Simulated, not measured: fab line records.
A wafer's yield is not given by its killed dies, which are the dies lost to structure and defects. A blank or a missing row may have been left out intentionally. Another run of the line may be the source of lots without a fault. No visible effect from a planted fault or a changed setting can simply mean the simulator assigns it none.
The same fault as seen by 2 desks || flow sky130 || only its own numbers are on each desk; what lay behind them is given at the end

== THE METROLOGY DESK ==
Lot by lot, what the gauges showed, no matter which tool ran the lot: averages of those sampled wafers that carry a number. The brackets show how far a lot's mean lies from the usual mean; more than 4 standard deviations puts the lot out of limits, marked OUT.
Columns: A = LDD_HVN_TW at SKY_LDD_HVN_TW_MEAS_10, usual 1450; B = RES_XHIGH_TW at SKY_RES_XHIGH_TW_MEAS_09, usual 1657; C = cd-nm at SKY_SD_N_CD_MEAS_07, usual 380.4 nm; D = RES_XHIGH_RS at SKY_SD_N_RS_MEAS_18, usual 333.7 ohm/sq; E = LI_CONTACT_OVL at SKY_LI_CONTACT_OVL_MEAS_13, usual 3 nm
{"lot": "L705", "first seen here": "day 20 07:04", "A": 1462, "B": 1642, "C": 381.3, "D": 331.9, "E": 2}
{"lot": "L706", "first seen here": "day 20 09:10", "A": 1462, "B": 1676, "C": 379.6, "D": 334.9, "E": 6}
{"lot": "L707", "first seen here": "day 21 03:43", "A": 1450, "B": 1662, "C": 380.1, "D": 334.7, "E": 7}
{"lot": "L708", "first seen here": "day 21 04:07", "A": 1449, "B": 1647, "C": 380.1, "D": 334.1, "E": 4}
{"lot": "L709", "first seen here": "day 21 17:43", "A": 1452, "B": 1647, "C": 383.2, "D": 333.5, "E": 3}
{"lot": "L710", "first seen here": "day 22 06:58", "A": 1461, "B": 1643, "C": 377.1, "D": 333.2, "E": 7}
{"lot": "L711", "first seen here": "day 22 15:43", "A": 1445, "B": 1670, "C": 383.7, "D": 332.1, "E": -0}
{"lot": "L712", "first seen here": "day 22 16:40", "A": 1464, "B": 1647, "C": 381.0, "D": 332.0, "E": 1}
{"lot": "L713", "first seen here": "day 23 20:04", "A": 1468, "B": 1645, "C": 378.2, "D": 334.3, "E": 10}
{"lot": "L722", "first seen here": "day 26 13:52", "A": 1439, "B": "1542 (-8.8) OUT", "C": 379.3, "D": "392.1 (+45) OUT", "E": -1}
{"lot": "L724", "first seen here": "day 26 22:12", "A": 1449, "B": "1543 (-8.8) OUT", "C": 378.9, "D": "393.5 (+46) OUT", "E": 7}
{"lot": "L727", "first seen here": "day 27 23:01", "A": 1455, "B": 1660, "C": 378.7, "D": 333.4, "E": 4}
This desk's result: L722, L724 out of limits, first on L722 (RES_XHIGH_TW at SKY_RES_XHIGH_TW_MEAS_09), day 32 11:03. Within limits: L705, L706, L707, L708, L709, L710, L711, L712, L713, L727.

== DESK OF THE TOOL OWNER: implanter-04 ==
SKY_RES_XHIGH_IMPLANT_07, tool's own readings: per-lot mean of the sampled wafers with a number, covering each lot this tool ran. The brackets show how far a lot's mean lies from the usual mean; more than 4 standard deviations puts the lot out of limits, marked OUT.
Columns: A = beam-on-s at SKY_RES_XHIGH_IMPLANT_07, usual 38.1 s; B = faraday-current-uA at SKY_RES_XHIGH_IMPLANT_07, usual 532; C = tilt-deg at SKY_RES_XHIGH_IMPLANT_07, usual 0.006 degrees
{"lot": "L706", "first seen here": "day 26 18:24", "A": 37.7, "B": 538, "C": 0.008}
{"lot": "L712", "first seen here": "day 28 18:47", "A": 37.5, "B": 540, "C": 0.006}
{"lot": "L722", "first seen here": "day 32 10:50", "A": "30.2 (-7.9) OUT", "B": "670 (+9.9) OUT", "C": 0.012}
{"lot": "L724", "first seen here": "day 32 18:47", "A": "30.0 (-8.1) OUT", "B": "676 (+10) OUT", "C": -0.008}
This desk finds L722, L724 out of limits, L722 being first, at day 32 10:50 (beam-on-s at SKY_RES_XHIGH_IMPLANT_07). Within limits: L706, L712.

== PUT TOGETHER ==
The tool owner's desk could have raised an alarm at day 32 10:50, on L722, L724.
Metrology desk: alarm possible at day 32 11:03 on L722, L724.
On implanter-04, each named lot ran SKY_RES_XHIGH_IMPLANT_07.

== WHAT THE SIMULATOR PUT IN ==
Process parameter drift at SKY_RES_XHIGH_IMPLANT_07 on implanter-04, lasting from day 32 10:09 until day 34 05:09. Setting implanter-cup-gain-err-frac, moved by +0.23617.
Shown lots that were struck: L722, L724.
Delay (hours) between the fault's onset and each desk's first out-of-limits reading: 1 at the tool owner's desk, 1 at the metrology desk.
